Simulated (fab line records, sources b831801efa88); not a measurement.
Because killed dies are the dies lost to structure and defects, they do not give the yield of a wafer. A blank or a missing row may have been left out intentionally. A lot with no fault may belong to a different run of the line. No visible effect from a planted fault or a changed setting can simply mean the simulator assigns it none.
fab line records	flow sky130
record lots=12	wafers=36	last-day=50
route steps=708 shown METAL4@602 CAP2M@607 PAD_OPEN@708
lots untouched by any fault: they come from a run of this same line in which no faults occurred
start-h: start of the lot's first displayed wafer, in hours after the record's first day	wait-h: time in hours since the lot's previous step	" as in the row above	L1.1+2: one row covering several wafers at once	- no value, or no start given	* or withheld: withheld	< > ~ a bound
route shown NAME@n: a module of which the file shows steps, and the number in the route of the first	usual: mean and standard deviation over wafers with no fault	same: alike in all rows	chamber/n: place in a boat	sites: per-site readings	_std_site: the values' standard deviation	_edge_site: outer sites' mean less inner sites'	radius-mm: for every site, how far away it sits from the centre of the wafer	mask NAME#n: copy n	behind: the tool/chamber that last shaped the wafer	hold: why the lot went on hold/how many hours it stayed there/how the hold came to an end	device: transistor that didn't switch, given as n, p or np	end of line: the same wafers' tests at the end of the route	a step given without rows: its recipe and nothing more	killed: at the first sort, the dies lost to defects and structure; wafer yield is something else	map: shows each die of a wafer: x if killed, . if not, _ if none is there
set.NAME: the setting that was run; set.NAME@STEP: the one run at that earlier step	model.NAME: the simulator's own value behind a step, which no gauge read
steps of the route over a sample of lots; a table a step, a row a wafer
services: the hour from which a tool's chamber was out of use, counted from the record's first day as start-h (under 0 if before that day), plus the number of hours and why
## steps
# step SKY_METAL4_SPUTTER_04
# recipe material=TiN	target-thk-nm=70	power-w=6500	time-s=58.3	chamber-pressure-pa=0.4
# usual throttle-valve-pct=30.1/1
lot.wafer	tool	chamber	start-h	wait-h	throttle-valve-pct
L888.1	pvd-sputter-01	-	941.44	0.0	29.7
L888.5	"	-	"	"	28.4
L888.6	"	-	"	"	31.5
L892.2	pvd-sputter-02	-	981.36	0.0	31.0
L892.4	"	-	"	"	31.1
L892.5	"	-	"	"	29.9
L895.3	pvd-sputter-02	-	985.54	0.0	28.5
L895.4	"	-	"	"	29.9
L895.6	"	-	"	"	29.9
L897.2	pvd-sputter-02	-	1004.99	0.0	28.7
L897.4	"	-	"	"	30.8
L897.6	"	-	"	"	30.0
L898.1	pvd-sputter-02	-	1008.69	0.0	29.7
L898.5	"	-	"	"	31.0
L898.6	"	-	"	"	28.8
L901.2	pvd-sputter-02	-	1019.85	0.0	29.9
L901.3	"	-	"	"	31.1
L901.6	"	-	"	"	28.5
L900.2	pvd-sputter-04	-	1020.55	0.0	30.5
L900.3	"	-	"	"	29.2
L900.6	"	-	"	"	30.6
L906.2	pvd-sputter-02	-	1061.57	0.0	31.1
L906.5	"	-	"	"	31.1
L906.6	"	-	"	"	28.5
L907.1	pvd-sputter-04	-	1064.04	0.0	32.5
L907.2	"	-	"	"	29.1
L907.4	"	-	"	"	29.7
L908.1	pvd-sputter-02	-	1068.96	0.0	30.9
L908.4	"	-	"	"	29.9
L908.5	"	-	"	"	28.8
L910.2	pvd-sputter-01	-	1078.85	0.0	28.7
L910.4	"	-	"	"	31.4
L910.5	"	-	"	"	28.5
L911.3	pvd-sputter-01	-	1088.61	0.0	31.5
L911.4	"	-	"	"	30.4
L911.5	"	-	"	"	30.1
# step SKY_CAP2M_THK_MEAS_04
# recipe thk-meas-gauge=xrf	reads=TiN_of_CAP2M_SPUTTER_02
# usual CAP2M_TIN_THK=204.5/2.2
lot.wafer	tool	chamber	start-h	wait-h	CAP2M_TIN_THK[nm]
L888.1	film-metro-02	-	941.80	0.1	202.8
L888.5	"	-	"	"	202.9
L888.6	"	-	"	"	203.6
L892.2	film-metro-02	-	981.73	0.1	197.0
L892.4	"	-	"	"	197.8
L892.5	"	-	"	"	198.4
L895.3	film-metro-02	-	985.92	0.1	200.5
L895.4	"	-	"	"	201.2
L895.6	"	-	"	"	200.6
L897.2	film-metro-02	-	1005.37	0.1	204.7
L897.4	"	-	"	"	204.4
L897.6	"	-	"	"	205.6
L898.1	film-metro-01	-	1009.05	0.1	203.3
L898.5	"	-	"	"	203.0
L898.6	"	-	"	"	203.1
L901.2	film-metro-01	-	1020.22	0.1	203.9
L901.3	"	-	"	"	204.9
L901.6	"	-	"	"	205.9
L900.2	film-metro-02	-	1020.93	0.1	207.6
L900.3	"	-	"	"	205.4
L900.6	"	-	"	"	203.9
L906.2	film-metro-04	-	1061.94	0.1	206.9
L906.5	"	-	"	"	205.8
L906.6	"	-	"	"	206.4
L907.1	film-metro-04	-	1064.40	0.1	203.2
L907.2	"	-	"	"	203.6
L907.4	"	-	"	"	206.9
L908.1	film-metro-04	-	1069.33	0.1	204.3
L908.4	"	-	"	"	205.2
L908.5	"	-	"	"	207.0
L910.2	film-metro-02	-	1079.22	0.1	207.1
L910.4	"	-	"	"	203.5
L910.5	"	-	"	"	204.0
L911.3	film-metro-02	-	1089.01	0.1	203.8
L911.4	"	-	"	"	205.6
L911.5	"	-	"	"	203.9
# step SKY_METAL4_CD_MEAS_13
# recipe target-cd-nm=300
# usual cd-nm=300.4/1.5
lot.wafer	tool	chamber	start-h	wait-h	cd-nm
L888.1	cd-sem-01	-	989.13	-	298.5
L888.5	"	-	"	"	299.2
L888.6	"	-	"	"	298.6
L892.2	cd-sem-01	-	1030.05	-	302.6
L892.4	"	-	"	"	302.5
L892.5	"	-	"	"	302.8
L895.3	cd-sem-02	-	1033.01	-	301.6
L895.4	"	-	"	"	302.1
L895.6	"	-	"	"	301.1
L897.2	cd-sem-01	-	1052.39	-	303.5
L897.4	"	-	"	"	301.0
L897.6	"	-	"	"	302.8
L898.1	cd-sem-02	-	1055.33	-	301.2
L898.5	"	-	"	"	300.2
L898.6	"	-	"	"	299.8
L901.2	cd-sem-02	-	1065.25	-	300.0
L901.3	"	-	"	"	297.5
L901.6	"	-	"	"	298.7
L900.2	cd-sem-01	-	1065.60	-	301.5
L900.3	"	-	"	"	303.1
L900.6	"	-	"	"	301.7
L906.2	cd-sem-01	-	1101.95	-	301.4
L906.5	"	-	"	"	300.0
L906.6	"	-	"	"	300.4
L907.1	cd-sem-01	-	1105.42	-	302.6
L907.2	"	-	"	"	303.2
L907.4	"	-	"	"	301.9
L908.1	cd-sem-02	-	1108.82	-	299.8
L908.4	"	-	"	"	300.1
L908.5	"	-	"	"	298.5
L910.2	cd-sem-02	-	1122.70	-	301.1
L910.4	"	-	"	"	300.8
L910.5	"	-	"	"	301.3
L911.3	cd-sem-02	-	1128.37	-	300.9
L911.4	"	-	"	"	302.6
L911.5	"	-	"	"	302.0
# step SKY_METAL4_METAL_ETCH_18
# recipe target-depth-a=8450	stop-on=SiO2	over-etch-frac=0.3	time-s=183.1	chemistry=Cl2/BCl3	resist-sidewall-deg=88	pressure-mtorr=10	icp-w=916.6	bias-w=48.5	Cl2_flow_sccm=60	bcl3-flow-sccm=30
# usual chamber-pressure-mTorr=10.000/0.01	drypump-motor-current-A=5.6/0.47	oes-product-au=0.867/0.0062	throttle-valve-pct=22.264/0.0095
lot.wafer	tool	chamber	start-h	wait-h	chamber-pressure-mTorr	drypump-motor-current-A	oes-product-au	rf-hours-counter-h	throttle-valve-pct
L888.1	rie-metal-03	0	989.43	0.0	10.011	5.5	0.871	7	22.268
L888.5	"	1	"	"	10.022	4.9	0.868	-	22.269
L888.6	"	0	"	"	10.008	5.6	0.866	-	22.251
L892.2	rie-metal-02	0	1030.33	0.0	9.985	5.5	0.866	17	22.265
L892.4	"	0	"	"	10.012	5.6	0.858	-	22.275
L892.5	"	0	"	"	10.026	5.6	0.855	-	22.266
L895.3	rie-metal-02	1	1033.33	0.1	10.011	6.1	0.864	-	22.258
L895.4	"	0	"	"	9.999	5.6	0.868	-	22.280
L895.6	"	0	"	"	10.016	5.6	0.869	-	22.240
L897.2	rie-metal-02	1	1052.67	0.0	9.998	6.1	0.865	18	22.286
L897.4	"	0	"	"	10.000	5.5	0.868	-	22.283
L897.6	"	1	"	"	9.983	6.1	0.860	-	22.251
L898.1	rie-metal-02	0	1055.64	0.0	10.009	5.5	0.864	19	22.263
L898.5	"	0	"	"	10.014	5.6	0.868	-	22.256
L898.6	"	1	"	"	10.011	6.1	0.870	-	22.260
L901.2	rie-metal-02	1	1065.53	0.0	7.996	6.1	0.865	19	22.266
L901.3	"	1	"	"	7.988	6.1	0.861	-	22.259
L901.6	"	1	"	"	7.999	6.1	0.864	-	22.265
L900.2	rie-metal-02	1	1065.88	0.0	7.993	6.1	0.863	19	22.245
L900.3	"	0	"	"	8.006	5.5	0.872	-	22.273
L900.6	"	1	"	"	7.993	6.1	0.871	-	22.265
L906.2	rie-metal-03	1	1102.30	0.1	10.006	4.9	0.873	-	22.272
L906.5	"	1	"	"	9.992	4.9	0.874	-	22.254
L906.6	"	1	"	"	10.008	4.9	0.865	-	22.270
L907.1	rie-metal-01	0	1105.72	0.0	9.981	5.6	0.869	13	22.260
L907.2	"	1	"	"	9.993	6.3	0.870	2	22.288
L907.4	"	1	"	"	10.013	6.3	0.872	-	22.263
L908.1	rie-metal-03	1	1109.12	0.0	10.004	4.9	0.876	13	22.245
L908.4	"	0	"	"	9.998	5.6	0.866	-	22.258
L908.5	"	1	"	"	9.986	4.9	0.867	-	22.267
L910.2	rie-metal-01	0	1122.99	0.0	9.993	5.6	0.869	15	22.266
L910.4	"	0	"	"	9.988	5.6	0.874	-	22.267
L910.5	"	1	"	"	10.016	6.4	0.873	-	22.268
L911.3	rie-metal-03	1	1128.70	0.1	9.992	4.9	0.857	-	22.258
L911.4	"	0	"	"	9.994	5.6	0.867	-	22.258
L911.5	"	1	"	"	10.003	4.9	0.859	-	22.258
# step SKY_PAD_OPEN_PROBE_99
# usual defect-limited-yield=82.9/1.8	killed_at_M0_to_M3=42/7.2	killed_at_M4_up=3.2/1.8	killed-at-contacts=24/5.4	killed-at-front-end=15/4	killed-at-other=0.3/0.59	killed-dies=84/9	killed-open=46/7.1	killed-short=38/6	sort_bin_3_pad_short=0.8/0.41	sort_bin_5_function=10.1/1.3	sort_bin_6_memory=6.3/1.2	sort-n-pass=408/9	sort-yield-pct=82.9/1.8
# same gross-dies=492	killed-at-back-side=0	sort_bin_4_leakage[%]=0	sort_bin_8_speed[%]=0
lot.wafer	tool	chamber	start-h	wait-h	defect-limited-yield[%]	killed_at_M0_to_M3	killed_at_M4_up	killed-at-contacts	killed-at-front-end	killed-at-other	killed-dies	killed-open	killed-short	sort_bin_3_pad_short[%]	sort_bin_5_function[%]	sort_bin_6_memory[%]	sort-n-pass	sort-yield-pct[%]
L888.1	prober-01	-	1087.45	0.1	82.1	54	2	24	8	0	88	48	40	1.6	10.6	5.7	404	82.1
L888.5	prober-01	-	1087.65	0.2	83.3	45	3	16	16	2	82	34	47	0.4	8.7	7.5	410	83.3
L888.6	prober-01	-	1087.70	0.2	82.5	41	6	25	13	1	86	41	44	0.6	9.8	7.1	406	82.5
L892.2	prober-01	-	1126.83	0.1	84.3	39	3	25	10	0	77	44	33	0.4	9.3	5.9	415	84.3
L892.4	prober-01	-	1126.93	0.2	80.1	58	3	23	14	0	98	64	34	0.6	13.2	6.1	394	80.1
L892.5	prober-01	-	1126.98	0.2	81.1	50	2	21	18	2	93	50	43	1.0	11.8	6.1	399	81.1
L895.3	prober-02	-	1127.16	0.2	83.3	35	6	24	17	0	82	45	37	0.6	10.6	5.5	410	83.3
L895.4	prober-02	-	1127.21	0.2	85.6	38	4	15	14	0	71	46	25	0.4	9.3	4.7	421	85.6
L895.6	prober-02	-	1127.31	0.2	84.1	36	5	23	14	0	78	43	35	1.2	10.4	4.3	414	84.1
L897.2	prober-02	-	1137.97	0.1	81.7	45	3	28	12	2	90	44	46	0.6	12.4	5.3	402	81.7
L897.4	prober-02	-	1138.07	0.2	80.3	53	5	22	17	0	97	51	46	1.2	11.6	6.9	395	80.3
L897.6	prober-02	-	1138.17	0.2	83.3	41	3	25	13	0	82	52	30	0.8	8.9	6.9	410	83.3
L898.1	prober-01	-	1145.93	0.1	82.5	38	2	29	17	0	86	49	35	1.2	10.2	6.1	406	82.5
L898.5	prober-01	-	1146.13	0.2	85.8	41	2	15	12	0	70	44	26	0.2	8.7	5.3	422	85.8
L898.6	prober-01	-	1146.18	0.2	85.2	32	3	19	19	0	73	39	34	0.8	8.3	5.7	419	85.2
L901.2	prober-01	-	1154.83	0.1	81.7	45	2	26	17	0	90	53	37	0.8	8.3	9.1	402	81.7
L901.3	prober-01	-	1154.88	0.2	77.6	54	4	35	15	2	110	53	56	0.8	11.6	10.0	382	77.6
L901.6	prober-01	-	1155.03	0.2	82.5	50	3	22	11	0	86	56	30	0.4	12.0	5.1	406	82.5
L900.2	prober-02	-	1156.17	0.1	82.9	42	3	22	17	0	84	44	40	1.0	10.4	5.7	408	82.9
L900.3	prober-02	-	1156.22	0.2	81.1	47	3	20	23	0	93	49	44	0.8	9.8	8.3	399	81.1
L900.6	prober-02	-	1156.37	0.2	85.8	34	0	26	10	0	70	44	26	0.8	8.1	5.3	422	85.8
L906.2	prober-01	-	1180.45	0.1	79.3	61	1	25	15	0	102	69	33	0.6	11.6	8.5	390	79.3
L906.5	prober-01	-	1180.60	0.2	83.1	31	8	26	18	0	83	56	27	0.4	9.6	6.9	409	83.1
L906.6	prober-01	-	1180.65	0.2	79.9	48	1	36	14	0	99	56	43	1.0	11.6	7.5	393	79.9
L907.1	prober-02	-	1182.81	0.1	83.7	45	3	19	13	0	80	34	45	0.4	10.2	5.7	412	83.7
L907.2	prober-02	-	1182.86	0.1	82.1	41	2	29	16	0	88	45	42	0.8	11.2	5.9	404	82.1
L907.4	prober-02	-	1182.96	0.2	82.1	42	4	25	16	1	88	46	42	0.4	9.3	8.1	404	82.1
L908.1	prober-01	-	1185.72	0.1	81.1	60	0	20	13	0	93	58	35	0.8	9.6	8.5	399	81.1
L908.4	prober-01	-	1185.87	0.2	82.9	51	4	22	7	0	84	51	33	0.4	11.2	5.5	408	82.9
L908.5	prober-01	-	1185.92	0.2	81.1	45	1	30	17	0	93	48	45	1.2	8.1	9.6	399	81.1
L910.2	prober-01	-	1197.32	0.1	82.9	47	2	22	13	0	84	51	33	0.6	8.7	7.7	408	82.9
L910.4	prober-01	-	1197.42	0.2	81.7	41	4	31	14	0	90	50	40	1.0	10.8	6.5	402	81.7
L910.5	prober-01	-	1197.47	0.2	86.0	35	2	20	11	1	69	41	28	0.2	8.1	5.7	423	86.0
L911.3	prober-02	-	1200.06	0.2	85.2	38	3	19	13	0	73	32	39	0.6	7.5	6.7	419	85.2
L911.4	prober-02	-	1200.11	0.2	85.4	34	2	24	12	0	72	42	30	0.4	10.0	4.3	420	85.4
L911.5	prober-02	-	1200.16	0.2	81.7	46	4	30	10	0	90	44	46	1.4	10.6	6.3	402	81.7
# killed by level:class
L888.1 VIA1:geometric-particle:open=12 CONTACT:geometric-particle:open=9 VIA3:geometric-particle:open=9 METAL2:geometric-particle:short=9 VIA2:geometric-particle:open=6 CONTACT:geometric-particle:short=5 METAL3:geometric-particle:short=5 LI_CONTACT:geometric-particle:open=4
L888.5 POLY_GATE:geometric-particle:short=8 VIA2:geometric-particle:short=8 VIA1:geometric-particle:open=8 METAL1:geometric-particle:short=7 VIA2:geometric-particle:open=7 LOCAL_INTERCONNECT:geometric-particle:short=6 METAL2:geometric-particle:short=5 CONTACT:geometric-particle:open=4
L888.6 VIA1:geometric-particle:open=10 VIA2:geometric-particle:open=8 LI_CONTACT:geometric-particle:open=7 METAL2:geometric-particle:short=7 LOCAL_INTERCONNECT:geometric-particle:short=6 CONTACT:geometric-particle:open=6 POLY_GATE:geometric-particle:short=5 CONTACT:geometric-particle:short=5
L892.2 VIA1:geometric-particle:open=9 VIA3:geometric-particle:open=9 LI_CONTACT:geometric-particle:open=8 LOCAL_INTERCONNECT:geometric-particle:short=7 CONTACT:geometric-particle:open=6 VIA1:geometric-particle:short=5 POLY_GATE:geometric-particle:open=4 FIELD_ISO:geometric-particle:short=3
L892.4 VIA1:geometric-particle:open=23 CONTACT:geometric-particle:open=10 VIA3:geometric-particle:open=9 FIELD_ISO:geometric-particle:open=5 VIA1:geometric-particle:short=5 POLY_GATE:geometric-particle:open=5 METAL3:geometric-particle:short=5 LI_CONTACT:geometric-particle:open=4
L892.5 VIA1:geometric-particle:open=13 CONTACT:geometric-particle:open=9 METAL1:geometric-particle:short=8 FIELD_ISO:geometric-particle:short=7 LI_CONTACT:geometric-particle:open=7 VIA3:geometric-particle:open=7 METAL3:geometric-particle:short=6 POLY_GATE:geometric-particle:short=4
L895.3 CONTACT:geometric-particle:open=10 VIA1:geometric-particle:open=9 VIA2:geometric-particle:open=8 POLY_GATE:geometric-particle:open=6 CONTACT:geometric-particle:short=6 FIELD_ISO:geometric-particle:open=4 LI_CONTACT:geometric-particle:open=4 LOCAL_INTERCONNECT:geometric-particle:short=4
L895.4 VIA1:geometric-particle:open=15 CONTACT:geometric-particle:open=7 FIELD_ISO:geometric-particle:open=5 VIA3:geometric-particle:open=5 LI_CONTACT:geometric-particle:open=4 METAL1:geometric-particle:short=4 POLY_GATE:geometric-particle:open=3 POLY_GATE:geometric-particle:short=3
L895.6 CONTACT:geometric-particle:open=12 VIA3:geometric-particle:open=9 VIA2:geometric-particle:open=7 LI_CONTACT:geometric-particle:open=5 METAL4:geometric-particle:short=5 POLY_GATE:geometric-particle:short=4 FIELD_ISO:geometric-particle:short=4 VIA1:geometric-particle:short=4
L897.2 VIA3:geometric-particle:open=8 CONTACT:geometric-particle:open=7 CONTACT:geometric-particle:short=7 VIA1:geometric-particle:open=7 POLY_GATE:geometric-particle:short=6 LI_CONTACT:geometric-particle:open=6 METAL2:geometric-particle:short=6 VIA2:geometric-particle:open=6
L897.4 VIA1:geometric-particle:open=12 CONTACT:geometric-particle:open=9 VIA2:geometric-particle:open=7 FIELD_ISO:geometric-particle:short=5 CONTACT:geometric-particle:short=5 METAL1:geometric-particle:short=5 METAL3:geometric-particle:short=5 VIA3:geometric-particle:open=5
L897.6 VIA1:geometric-particle:open=11 LI_CONTACT:geometric-particle:open=8 CONTACT:geometric-particle:open=8 VIA3:geometric-particle:open=7 FIELD_ISO:geometric-particle:open=6 METAL1:geometric-particle:short=6 VIA2:geometric-particle:open=6 CONTACT:geometric-particle:short=5
L898.1 CONTACT:geometric-particle:open=14 VIA1:geometric-particle:open=8 VIA2:geometric-particle:open=6 LI_CONTACT:geometric-particle:open=5 LI_CONTACT:geometric-particle:short=5 METAL2:geometric-particle:short=5 VIA2:geometric-particle:short=5 VIA3:geometric-particle:open=5
L898.5 VIA1:geometric-particle:open=16 CONTACT:geometric-particle:open=5 VIA2:geometric-particle:open=5 VIA3:geometric-particle:open=4 METAL2:geometric-particle:short=4 VIA2:geometric-particle:short=4 FIELD_ISO:geometric-particle:short=3 POLY_GATE:geometric-particle:short=3
L898.6 CONTACT:geometric-particle:open=10 VIA1:geometric-particle:open=9 FIELD_ISO:geometric-particle:short=6 VIA3:geometric-particle:open=6 METAL1:geometric-particle:short=5 POLY_GATE:geometric-particle:open=4 LI_CONTACT:geometric-particle:open=4 FIELD_ISO:geometric-particle:open=3
L901.2 VIA1:geometric-particle:open=10 VIA3:geometric-particle:open=10 CONTACT:geometric-particle:open=8 CONTACT:geometric-particle:short=6 VIA1:geometric-particle:short=6 LI_CONTACT:geometric-particle:open=5 METAL1:geometric-particle:short=5 VIA2:geometric-particle:open=5
L901.3 VIA1:geometric-particle:open=11 CONTACT:geometric-particle:open=10 VIA2:geometric-particle:open=9 LOCAL_INTERCONNECT:geometric-particle:short=7 CONTACT:geometric-particle:short=7 METAL3:geometric-particle:short=7 POLY_GATE:geometric-particle:open=6 LI_CONTACT:geometric-particle:open=6
L901.6 VIA1:geometric-particle:open=18 CONTACT:geometric-particle:open=8 VIA3:geometric-particle:open=8 LI_CONTACT:geometric-particle:open=7 VIA2:geometric-particle:open=6 FIELD_ISO:geometric-particle:short=4 VIA2:geometric-particle:short=4 LOCAL_INTERCONNECT:geometric-particle:short=3
L900.2 VIA1:geometric-particle:open=12 VIA2:geometric-particle:open=8 FIELD_ISO:geometric-particle:short=7 VIA1:geometric-particle:short=6 POLY_GATE:geometric-particle:short=5 LI_CONTACT:geometric-particle:open=5 LOCAL_INTERCONNECT:geometric-particle:short=5 CONTACT:geometric-particle:open=5
L900.3 VIA1:geometric-particle:open=10 CONTACT:geometric-particle:open=9 METAL2:geometric-particle:short=8 VIA2:geometric-particle:open=7 FIELD_ISO:geometric-particle:short=6 POLY_GATE:geometric-particle:open=5 LI_CONTACT:geometric-particle:open=4 METAL1:geometric-particle:short=4
L900.6 LI_CONTACT:geometric-particle:open=11 VIA2:geometric-particle:open=8 CONTACT:geometric-particle:open=6 VIA1:geometric-particle:open=6 VIA1:geometric-particle:short=5 VIA3:geometric-particle:open=5 LOCAL_INTERCONNECT:geometric-particle:short=4 METAL3:geometric-particle:short=4
L906.2 VIA1:geometric-particle:open=18 LI_CONTACT:geometric-particle:open=12 VIA3:geometric-particle:open=9 CONTACT:geometric-particle:open=8 VIA2:geometric-particle:open=7 METAL1:geometric-particle:short=7 VIA1:geometric-particle:short=6 METAL2:geometric-particle:short=6
L906.5 LI_CONTACT:geometric-particle:open=8 VIA1:geometric-particle:open=8 CONTACT:geometric-particle:open=7 VIA3:geometric-particle:open=7 METAL4:geometric-particle:short=6 VIA2:geometric-particle:open=6 POLY_GATE:geometric-particle:open=5 FIELD_ISO:geometric-particle:open=4
L906.6 CONTACT:geometric-particle:open=17 VIA1:geometric-particle:open=13 METAL2:geometric-particle:short=8 LI_CONTACT:geometric-particle:open=7 CONTACT:geometric-particle:short=6 VIA3:geometric-particle:open=6 METAL3:geometric-particle:short=5 FIELD_ISO:geometric-particle:open=4
L907.1 VIA1:geometric-particle:open=13 VIA1:geometric-particle:short=9 CONTACT:geometric-particle:open=7 POLY_GATE:geometric-particle:open=6 LOCAL_INTERCONNECT:geometric-particle:short=5 METAL1:geometric-particle:short=5 METAL2:geometric-particle:short=5 LI_CONTACT:geometric-particle:short=3
L907.2 CONTACT:geometric-particle:open=10 VIA1:geometric-particle:open=9 FIELD_ISO:geometric-particle:short=8 LI_CONTACT:geometric-particle:open=8 LOCAL_INTERCONNECT:geometric-particle:short=7 VIA2:geometric-particle:short=6 VIA1:geometric-particle:short=6 VIA3:geometric-particle:open=6
L907.4 VIA1:geometric-particle:open=10 CONTACT:geometric-particle:open=8 METAL2:geometric-particle:short=7 VIA2:geometric-particle:open=6 LOCAL_INTERCONNECT:geometric-particle:short=6 FIELD_ISO:geometric-particle:open=5 LI_CONTACT:geometric-particle:open=5 POLY_GATE:geometric-particle:short=4
L908.1 VIA2:geometric-particle:open=13 VIA1:geometric-particle:open=11 CONTACT:geometric-particle:open=10 VIA3:geometric-particle:open=7 VIA1:geometric-particle:short=6 VIA2:geometric-particle:short=6 LI_CONTACT:geometric-particle:open=5 METAL1:geometric-particle:short=5
L908.4 VIA1:geometric-particle:open=12 CONTACT:geometric-particle:open=11 VIA2:geometric-particle:open=10 VIA1:geometric-particle:short=8 VIA3:geometric-particle:short=5 LOCAL_INTERCONNECT:geometric-particle:short=5 VIA2:geometric-particle:short=5 LI_CONTACT:geometric-particle:open=3
L908.5 CONTACT:geometric-particle:open=9 LOCAL_INTERCONNECT:geometric-particle:short=8 METAL1:geometric-particle:short=7 LI_CONTACT:geometric-particle:open=7 VIA2:geometric-particle:open=7 VIA3:geometric-particle:open=7 VIA1:geometric-particle:open=6 METAL2:geometric-particle:short=5
L910.2 CONTACT:geometric-particle:open=10 VIA2:geometric-particle:open=10 VIA1:geometric-particle:open=10 VIA3:geometric-particle:open=7 LI_CONTACT:geometric-particle:open=6 METAL2:geometric-particle:short=6 VIA1:geometric-particle:short=5 FIELD_ISO:geometric-particle:open=3
L910.4 CONTACT:geometric-particle:open=11 VIA1:geometric-particle:open=9 LI_CONTACT:geometric-particle:open=8 FIELD_ISO:geometric-particle:short=7 VIA2:geometric-particle:open=7 VIA3:geometric-particle:open=6 CONTACT:geometric-particle:short=5 METAL2:geometric-particle:short=5
L910.5 CONTACT:geometric-particle:open=10 VIA2:geometric-particle:short=8 FIELD_ISO:geometric-particle:open=6 VIA1:geometric-particle:open=6 METAL2:geometric-particle:short=4 LI_CONTACT:geometric-particle:open=4 VIA2:geometric-particle:open=4 FIELD_ISO:geometric-particle:short=3
L911.3 VIA2:geometric-particle:open=9 POLY_GATE:geometric-particle:short=7 METAL1:geometric-particle:short=6 VIA1:geometric-particle:short=6 CONTACT:geometric-particle:open=5 VIA1:geometric-particle:open=5 METAL2:geometric-particle:short=5 LI_CONTACT:geometric-particle:open=4
L911.4 CONTACT:geometric-particle:open=9 LI_CONTACT:geometric-particle:open=7 VIA1:geometric-particle:open=7 METAL2:geometric-particle:short=6 FIELD_ISO:geometric-particle:open=4 VIA2:geometric-particle:open=4 VIA3:geometric-particle:open=4 POLY_GATE:geometric-particle:open=3
L911.5 VIA2:geometric-particle:open=9 VIA3:geometric-particle:open=7 LOCAL_INTERCONNECT:geometric-particle:short=7 CONTACT:geometric-particle:short=7 CONTACT:geometric-particle:open=7 VIA1:geometric-particle:open=6 LI_CONTACT:geometric-particle:open=5 METAL1:geometric-particle:short=5
## services
tool	chamber	start-h	hours	kind
rie-metal-02	-	948.69	1.5	repair
pvd-sputter-02	-	975.52	0.5	repair
pvd-sputter-01	-	986.81	5.0	repair
pvd-sputter-01	-	994.27	3.0	repair
pvd-sputter-01	-	1001.47	4.3	repair
pvd-sputter-02	-	1011.14	3.4	repair
rie-metal-01	0	1026.30	2.9	repair
pvd-sputter-01	-	1026.42	1.4	repair
rie-metal-01	-	1027.39	1.9	repair
pvd-sputter-01	-	1061.81	15.0	repair
rie-metal-01	1	1063.76	-	clean
rie-metal-01	1	1063.76	19.3	scheduled-down
rie-metal-01	1	1063.76	19.3	vent-cycle
rie-metal-03	0	1101.40	2.6	repair
pvd-sputter-04	-	1122.24	18.3	repair
## key
first-sign step=SKY_METAL4_METAL_ETCH_18	reading=chamber-pressure-mTorr	direction=down	sigmas=99+	usual=10.000	struck=7.996
effect none on later readings
met-at SKY_METAL4_METAL_ETCH_18
struck-lots L900,L901
not-acting-at SKY_METAL4_SPUTTER_04,SKY_CAP2M_THK_MEAS_04,SKY_METAL4_CD_MEAS_13
fault kind=process-parameter-drift	tool=rie-metal-02	chamber=-	onset-h=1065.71	steps=SKY_METAL4_METAL_ETCH_18	channel=pressure-mtorr	offset=-2	shape=step	acts-in=these-recipes-only	stated=10
